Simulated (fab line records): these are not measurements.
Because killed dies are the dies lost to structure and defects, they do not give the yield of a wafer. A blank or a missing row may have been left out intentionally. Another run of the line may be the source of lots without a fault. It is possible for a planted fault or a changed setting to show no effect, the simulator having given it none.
Problem report in the 8D (eight disciplines) form, filled by code | flow sky130 | the parts of the form that need people (team, actions taken, sign-off) are left out

== 1. THE PROBLEM ==
Wafers without a fault read 380.1 nm, standard deviation 2.6; cd-nm at SKY_VT_ADJUST_HVTR_CD_MEAS_07 reads a mean of 362.0 nm on 3 wafers belonging to 2 lots. That puts it -6.9 standard deviations away from the usual mean.
The step: target cd 380 nm.
First observed at day 12 10:35: wafer L256.4, on cd-sem-02. At this step, 42 wafers from 14 lots have a number in the record. By rule, "out" or "out of limits" means more than 4 standard deviations away from the usual mean. The rest of the wafers with a number are treated as sound.

== 2. WHAT THIS IS AND IS NOT ==
question                    | is                     | is not
which readings at this step | cd-nm                  | -
which lots                  | L256, L260             | L246, L249, L250, L251, L252, L254, L255, L257, L264, L265, L268, L269
which wafers of those lots  | L256.4, L256.6, L260.4 | L256.1, L260.1, L260.5
read on which gauges        | cd-sem-02              | cd-sem-01
when                        | from day 12 10:35      | up to then (22 sound wafers); but 17 sound wafers of L257, L260, L264, L265, L268, L269 came after

== 3. WHAT RULES OUT EACH SUSPECT ==
Counting: if a tool at a process step up to the reading ran every lot that is out, it stays a suspect. Sound lots after the first of them don't rule it out here, since some wafers of a struck lot are sound.
- the gauge at SKY_VT_ADJUST_HVTR_CD_MEAS_07: kept. All the wafers that are out were read on cd-sem-02, and no step on other tools shows them out.
- litho-track-02 at SKY_VT_ADJUST_HVTR_DEVELOP_06 (develop time 60 s): kept. It ran every lot that is out, first L256 (day 12 10:26); its last sound lot up to then is L255 (day 12 05:38).
Remaining after the count are litho-track-02 at SKY_VT_ADJUST_HVTR_DEVELOP_06 and cd-sem-02 at SKY_VT_ADJUST_HVTR_CD_MEAS_07.

== 4. THE CAUSE (what the simulator had put in) ==
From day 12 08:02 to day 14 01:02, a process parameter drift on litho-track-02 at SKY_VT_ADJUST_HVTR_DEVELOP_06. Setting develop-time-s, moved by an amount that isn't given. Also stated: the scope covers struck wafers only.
Counting left 2 suspects, and this tool is among them.

== 5. THE EFFECT CHAIN, in route order ==
Each row: a reading where the mean over the struck wafers with a number is more than 3 standard deviations away from the usual. Readings are gone through only where the record gives a usual standard deviation; hours: the median, over the lots, of the time from a lot's start at the first step in this table giving one to that lot's start at this step; sigmas: the change measured in usual standard deviations.
hours | step                          | reading | usual    | on struck wafers | change | sigmas
0     | SKY_VT_ADJUST_HVTR_CD_MEAS_07 | cd-nm   | 380.1 nm | 362.0            | -18.1  | -6.9
At these later measuring or inspecting steps, every struck wafer for which the step has a row has a number for every such reading, and none has moved that far: SKY_POLY_GATE_OVL_MEAS_14.

== 6. WHAT WOULD HAVE CAUGHT IT SOONER ==
In this record the first reading out of limits at a measuring or inspecting step was taken at day 12 10:35, 3 hours after the fault began at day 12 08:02.
Lots out: 2; of these, L260 started SKY_VT_ADJUST_HVTR_DEVELOP_06 on litho-track-02 after day 12 10:35. A tool hold placed at that time would have kept it from harm.
